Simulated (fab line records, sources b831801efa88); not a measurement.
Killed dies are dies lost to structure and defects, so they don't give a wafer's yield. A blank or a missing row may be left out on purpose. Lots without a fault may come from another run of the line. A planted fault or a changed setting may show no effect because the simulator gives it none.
One fault seen from 2 desks | flow sky130 | each desk has only its own numbers; what lay behind them comes last

THE METROLOGY DESK
What the gauges read, lot by lot, whatever tool the lot ran on: means of the sampled wafers that have a number. A lot is out of limits, marked OUT, if its mean lies more than 4 standard deviations from the usual mean; the brackets give that distance.
Columns: A = CONTACT_W_RS at SKY_CONTACT_RS_MEAS_25, usual 0.340 ohm/sq; B = CONTACT_W_THK at SKY_CONTACT_THK_MEAS_26, usual 336 nm; C = METAL1_ALCU_RS at SKY_METAL1_RS_MEAS_05, usual 0.1262 ohm/sq; D = METAL1_ALCU_THK at SKY_METAL1_THK_MEAS_06, usual 248.1 nm; E = cd_nm at SKY_METAL1_CD_MEAS_15, usual 140.0 nm; F = METAL1_OVL at SKY_METAL1_OVL_MEAS_16, usual -2 nm
lot  | first seen here | A     | B   | C      | D     | E     | F
L472 | day 32 09:22    | 0.342 | 331 | 0.1269 | 248.4 | 141.6 | -8
L479 | day 34 09:28    | 0.340 | 339 | 0.1253 | 246.5 | 138.8 | 4
L490 | day 37 13:53    | 0.335 | 344 | 0.1272 | 246.1 | 141.9 | 0
L493 | day 38 14:19    | 0.341 | 331 | 0.1259 | 249.0 | 140.5 | -7
L495 | day 38 14:22    | 0.340 | 337 | 0.1265 | 247.0 | 140.7 | -3
This desk's finding: nothing out of limits on any of the 5 lots.

THE TOOL OWNER'S DESK: pvd_sputter-04
The tool's own readings at SKY_METAL1_SPUTTER_04 (material TiN, target thk 70 nm, time 58.3 s): means of the sampled wafers that have a number, for each lot that ran on this tool. A lot is out of limits, marked OUT, if its mean lies more than 4 standard deviations from the usual mean; the brackets give that distance.
Columns: A = throttle_valve_pct at SKY_METAL1_SPUTTER_04, usual 29.6 %
lot  | first seen here | A
L479 | day 34 10:01    | 28.7
L495 | day 38 15:10    | 29.1
This desk's finding: nothing out of limits on any of the 2 lots.

PUT TOGETHER
The metrology desk saw nothing out of limits.
The tool owner's desk saw nothing out of limits.

WHAT THE SIMULATOR HAD PUT IN
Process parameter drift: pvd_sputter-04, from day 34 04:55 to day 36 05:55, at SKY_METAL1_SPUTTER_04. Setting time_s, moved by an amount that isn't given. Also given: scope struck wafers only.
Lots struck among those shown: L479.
